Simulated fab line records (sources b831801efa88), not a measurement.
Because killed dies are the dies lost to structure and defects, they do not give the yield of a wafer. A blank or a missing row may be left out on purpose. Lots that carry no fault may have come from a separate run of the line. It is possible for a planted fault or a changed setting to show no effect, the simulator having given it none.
Which tool did it? + flow sky130 + 24 lots, 72 wafers sampled, at 5 steps of a route of 708

WHAT THE GAUGES READ, wafer by wafer
SKY_LDD_P_TW_MEAS_11.
| lot  | measured     | on            | LDD_P_TW    |
|------|--------------|---------------|-------------|
| L074 | day 19 05:55 | film-metro-01 | 638 638 641 |
| L075 | day 19 14:53 | film-metro-01 | 638 640 641 |
| L076 | day 19 23:13 | film-metro-02 | 635 637 638 |
| L077 | day 20 15:33 | film-metro-02 | 633 633 632 |
| L078 | day 21 13:19 | film-metro-01 | 638 638 641 |
| L079 | day 21 12:10 | film-metro-03 | 639 645 642 |
| L080 | day 21 12:25 | film-metro-02 | 632 633 630 |
| L081 | day 21 19:10 | film-metro-02 | 631 629 630 |
| L082 | day 22 14:28 | film-metro-03 | 640 639 637 |
| L083 | day 22 16:19 | film-metro-01 | 635 638 637 |
| L084 | day 23 07:22 | film-metro-03 | 638 642 641 |
| L085 | day 23 07:13 | film-metro-01 | 634 634 637 |
| L086 | day 23 12:46 | film-metro-03 | 640 637 638 |
| L087 | day 23 22:47 | film-metro-01 | 634 634 636 |
| L088 | day 24 08:06 | film-metro-02 | 632 633 637 |
| L089 | day 24 18:13 | film-metro-02 | 637 632 635 |
| L090 | day 25 04:19 | film-metro-02 | 635 637 634 |
| L092 | day 25 21:29 | film-metro-03 | 638 644 640 |
| L091 | day 25 23:49 | film-metro-02 | 635 635 637 |
| L093 | day 26 05:40 | film-metro-02 | 633 633 636 |
| L094 | day 26 13:22 | film-metro-01 | 638 636 640 |
| L096 | day 27 02:15 | film-metro-03 | 645 648 644 |
| L095 | day 27 06:40 | film-metro-01 | 641 640 641 |
| L097 | day 27 21:15 | film-metro-02 | 632 633 633 |

SKY_CAPM_RS_MEAS_03: a four-point-probe measurement.
| lot  | measured     | on            | CAPM_TIN_RS (ohm/sq) |
|------|--------------|---------------|----------------------|
| L074 | day 36 17:29 | film-metro-03 | 6.93 6.97 7.00       |
| L075 | day 37 03:28 | film-metro-02 | 6.74 6.73 6.72       |
| L076 | day 37 08:00 | film-metro-03 | 6.78 6.87 6.82       |
| L077 | day 37 22:25 | film-metro-01 | 6.86 6.84 6.83       |
| L078 | day 38 18:46 | film-metro-02 | 6.83 6.85 6.82       |
| L079 | day 38 17:32 | film-metro-01 | 6.75 6.79 6.75       |
| L080 | day 38 18:32 | film-metro-01 | 6.82 6.88 6.83       |
| L081 | day 38 21:19 | film-metro-01 | 6.75 6.76 6.82       |
| L082 | day 39 16:10 | film-metro-01 | 6.81 6.83 6.76       |
| L083 | day 39 18:53 | film-metro-02 | 7.07 7.03 7.08       |
| L084 | day 40 05:41 | film-metro-02 | 6.88 6.84 6.87       |
| L085 | day 39 23:54 | film-metro-03 | 6.97 6.90 6.89       |
| L086 | day 40 09:56 | film-metro-01 | 6.88 6.88 6.89       |
| L087 | day 40 19:39 | film-metro-01 | 6.98 6.95 7.03       |
| L088 | day 41 00:41 | film-metro-02 | 6.91 6.92 6.87       |
| L089 | day 41 09:47 | film-metro-02 | 6.87 6.89 6.91       |
| L090 | day 41 16:26 | film-metro-01 | 6.89 6.88 6.95       |
| L092 | day 42 05:47 | film-metro-02 | 6.87 6.94 6.95       |
| L091 | day 42 11:16 | film-metro-03 | 6.79 6.79 6.76       |
| L093 | day 42 12:17 | film-metro-01 | 6.79 6.82 6.78       |
| L094 | day 42 20:08 | film-metro-01 | 6.80 6.86 6.80       |
| L096 | day 43 03:17 | film-metro-01 | 6.97 6.97 6.99       |
| L095 | day 43 08:38 | film-metro-01 | 6.69 6.68 6.72       |
| L097 | day 43 21:37 | film-metro-02 | 6.83 6.86 6.81       |

SKY_VIA3_THK_MEAS_01.
| lot  | measured     | on            | VIA3_HDPCVD_THK (nm) |
|------|--------------|---------------|----------------------|
| L074 | day 38 23:31 | film-metro-01 | 1665 1611 1620       |
| L075 | day 39 08:28 | film-metro-01 | 1633 1619 1647       |
| L076 | day 39 12:42 | film-metro-01 | 1633 1629 1618       |
| L077 | day 40 02:41 | film-metro-01 | 1660 1648 1629       |
| L078 | day 40 22:08 | film-metro-01 | 1610 1628 1606       |
| L079 | day 40 20:24 | film-metro-04 | 1631 1665 1628       |
| L080 | day 40 21:47 | film-metro-01 | 1638 1603 1591       |
| L081 | day 41 00:32 | film-metro-04 | 1612 1619 1607       |
| L082 | day 41 18:42 | film-metro-04 | 1660 1665 1660       |
| L083 | day 41 21:14 | film-metro-03 | 1612 1597 1622       |
| L084 | day 42 08:41 | film-metro-03 | 1643 1625 1640       |
| L085 | day 42 02:26 | film-metro-04 | 1603 1639 1615       |
| L086 | day 42 12:27 | film-metro-04 | 1669 1644 1634       |
| L087 | day 42 21:52 | film-metro-04 | 1619 1636 1659       |
| L088 | day 43 02:16 | film-metro-01 | 1646 1632 1620       |
| L089 | day 43 10:48 | film-metro-04 | 1637 1648 1646       |
| L090 | day 43 17:22 | film-metro-03 | 1593 1624 1616       |
| L092 | day 44 05:40 | film-metro-01 | 1590 1631 1605       |
| L091 | day 44 11:38 | film-metro-03 | 1661 1602 1648       |
| L093 | day 44 12:19 | film-metro-01 | 1626 1646 1653       |
| L094 | day 44 20:10 | film-metro-04 | 1649 1664 1639       |
| L096 | day 45 03:54 | film-metro-04 | 1641 1642 1644       |
| L095 | day 45 07:59 | film-metro-04 | 1635 1643 1646       |
| L097 | day 45 19:05 | film-metro-03 | 1630 1670 1656       |

EACH LOT AND THE TOOL THAT RAN IT (in order: tool; ch and the chambers of the sampled wafers; start)
| lot  | SKY_VT_ADJUST_PCH_STRIP_09           | SKY_METAL3_SPUTTER_02        |
|------|--------------------------------------|------------------------------|
| L074 | plasma-asher-03 ch 0,1, day 10 15:53 | pvd-sputter-01, day 36 17:11 |
| L075 | plasma-asher-01 ch 0,1, day 10 21:34 | pvd-sputter-03, day 37 03:08 |
| L076 | plasma-asher-01 ch 1, day 11 05:59   | pvd-sputter-01, day 37 07:41 |
| L077 | plasma-asher-01 ch 0,1, day 11 15:44 | pvd-sputter-01, day 37 22:07 |
| L078 | plasma-asher-02 ch 0,1, day 11 20:17 | pvd-sputter-03, day 38 18:28 |
| L079 | plasma-asher-02 ch 0,1, day 12 02:44 | pvd-sputter-03, day 38 17:14 |
| L080 | plasma-asher-03 ch 0,1, day 12 08:41 | pvd-sputter-01, day 38 18:14 |
| L081 | plasma-asher-02 ch 0,1, day 12 14:35 | pvd-sputter-03, day 38 21:02 |
| L082 | plasma-asher-02 ch 0,1, day 13 06:32 | pvd-sputter-03, day 39 15:53 |
| L083 | plasma-asher-01 ch 0,1, day 13 09:18 | pvd-sputter-02, day 39 18:35 |
| L084 | plasma-asher-03 ch 0,1, day 13 18:47 | pvd-sputter-03, day 40 05:23 |
| L085 | plasma-asher-03 ch 0,1, day 13 20:32 | pvd-sputter-03, day 39 23:35 |
| L086 | plasma-asher-03 ch 0,1, day 14 02:50 | pvd-sputter-02, day 40 09:38 |
| L087 | plasma-asher-03 ch 0,1, day 14 12:25 | pvd-sputter-02, day 40 19:18 |
| L088 | plasma-asher-01 ch 0,1, day 14 21:17 | pvd-sputter-01, day 41 00:23 |
| L089 | plasma-asher-01 ch 0,1, day 15 03:32 | pvd-sputter-03, day 41 09:29 |
| L090 | plasma-asher-01 ch 0,1, day 15 12:44 | pvd-sputter-03, day 41 16:07 |
| L092 | plasma-asher-03 ch 0,1, day 16 05:52 | pvd-sputter-02, day 42 05:27 |
| L091 | plasma-asher-03 ch 0,1, day 16 07:05 | pvd-sputter-01, day 42 10:58 |
| L093 | plasma-asher-01 ch 0,1, day 16 12:32 | pvd-sputter-02, day 42 11:59 |
| L094 | plasma-asher-01 ch 0,1, day 16 22:26 | pvd-sputter-01, day 42 19:47 |
| L096 | plasma-asher-02 ch 0,1, day 17 14:59 | pvd-sputter-02, day 43 02:59 |
| L095 | plasma-asher-02 ch 0,1, day 17 15:26 | pvd-sputter-01, day 43 08:21 |
| L097 | plasma-asher-01 ch 0,1, day 18 07:14 | pvd-sputter-02, day 43 21:19 |
- SKY_VT_ADJUST_PCH_STRIP_09: strips in O2/N2.
- SKY_METAL3_SPUTTER_02: material AlCu, target thk 735 nm, time 39.1 s.

WHAT THE TOOLS THEMSELVES READ (means of the sampled wafers that have a number; where no wafer has one, the mark that the record gives instead)
SKY_VT_ADJUST_PCH_STRIP_09.
| lot  | tool            | drypump-motor-current-A (A) | oes-product-au (a.u.) | strip-time-to-endpoint-s (s) |
|------|-----------------|-----------------------------|-----------------------|------------------------------|
| L074 | plasma-asher-03 | 6.3                         | 0.724                 | 37.06                        |
| L075 | plasma-asher-01 | 6.0                         | 0.723                 | 36.84                        |
| L076 | plasma-asher-01 | 5.9                         | 0.724                 | 36.69                        |
| L077 | plasma-asher-01 | 6.0                         | 0.722                 | 36.82                        |
| L078 | plasma-asher-02 | 5.6                         | 0.722                 | 36.76                        |
| L079 | plasma-asher-02 | 6.0                         | 0.725                 | 36.97                        |
| L080 | plasma-asher-03 | 6.0                         | 0.722                 | 36.84                        |
| L081 | plasma-asher-02 | 5.6                         | 0.722                 | 36.85                        |
| L082 | plasma-asher-02 | 6.0                         | 0.723                 | 36.79                        |
| L083 | plasma-asher-01 | 6.0                         | 0.720                 | 36.98                        |
| L084 | plasma-asher-03 | 6.3                         | 0.724                 | 36.69                        |
| L085 | plasma-asher-03 | 6.3                         | 0.721                 | 36.98                        |
| L086 | plasma-asher-03 | 6.0                         | 0.723                 | 36.88                        |
| L087 | plasma-asher-03 | 6.0                         | 0.720                 | 37.02                        |
| L088 | plasma-asher-01 | 6.1                         | 0.721                 | 36.87                        |
| L089 | plasma-asher-01 | 6.0                         | 0.723                 | 36.98                        |
| L090 | plasma-asher-01 | 6.0                         | 0.716                 | 36.96                        |
| L092 | plasma-asher-03 | 6.0                         | 0.725                 | 36.91                        |
| L091 | plasma-asher-03 | 6.3                         | 0.722                 | 36.91                        |
| L093 | plasma-asher-01 | 6.0                         | 0.721                 | 36.92                        |
| L094 | plasma-asher-01 | 6.1                         | 0.724                 | 36.95                        |
| L096 | plasma-asher-02 | 6.0                         | 0.726                 | 37.01                        |
| L095 | plasma-asher-02 | 6.0                         | 0.724                 | 36.98                        |
| L097 | plasma-asher-01 | 6.0                         | 0.722                 | 36.93                        |

SKY_METAL3_SPUTTER_02.
| lot  | tool           | throttle-valve-pct (%) |
|------|----------------|------------------------|
| L074 | pvd-sputter-01 | 30.0                   |
| L075 | pvd-sputter-03 | 29.6                   |
| L076 | pvd-sputter-01 | 30.0                   |
| L077 | pvd-sputter-01 | 29.9                   |
| L078 | pvd-sputter-03 | 30.0                   |
| L079 | pvd-sputter-03 | 30.0                   |
| L080 | pvd-sputter-01 | 29.9                   |
| L081 | pvd-sputter-03 | 29.9                   |
| L082 | pvd-sputter-03 | 29.6                   |
| L083 | pvd-sputter-02 | 29.9                   |
| L084 | pvd-sputter-03 | 30.4                   |
| L085 | pvd-sputter-03 | 29.1                   |
| L086 | pvd-sputter-02 | 28.0                   |
| L087 | pvd-sputter-02 | 30.8                   |
| L088 | pvd-sputter-01 | 30.2                   |
| L089 | pvd-sputter-03 | 30.9                   |
| L090 | pvd-sputter-03 | 29.6                   |
| L092 | pvd-sputter-02 | 30.0                   |
| L091 | pvd-sputter-01 | 29.8                   |
| L093 | pvd-sputter-02 | 29.4                   |
| L094 | pvd-sputter-01 | 29.8                   |
| L096 | pvd-sputter-02 | 29.9                   |
| L095 | pvd-sputter-01 | 30.2                   |
| L097 | pvd-sputter-02 | 29.8                   |

THE ANSWER, worked out from the rows above alone
Rule: what is usual is taken from the lots themselves. The widest of any qualifying gaps counts: lots, ordered by their means at a reading, are off when they make up no more than a third of the lots, leave a main group of 4 or more, and stand apart from it by 3 or more times the standard deviation of that group's means. Not used: any main group whose means are identical at the precision the tables above print for the reading. Also off: a lot with no number at a reading for which 4 or more lots have one. Where the step has rows for the other lots, those lots are counted as sound. First the gauges in route order, then the tools' own readings, where a lot's mean is used as printed above. At the first step where some lot is off, the reading lying furthest off is the one used; lots without a number count as furthest.
No lot is off at any reading shown: from this, nothing can be told.

WHAT THE SIMULATOR HAD PUT IN
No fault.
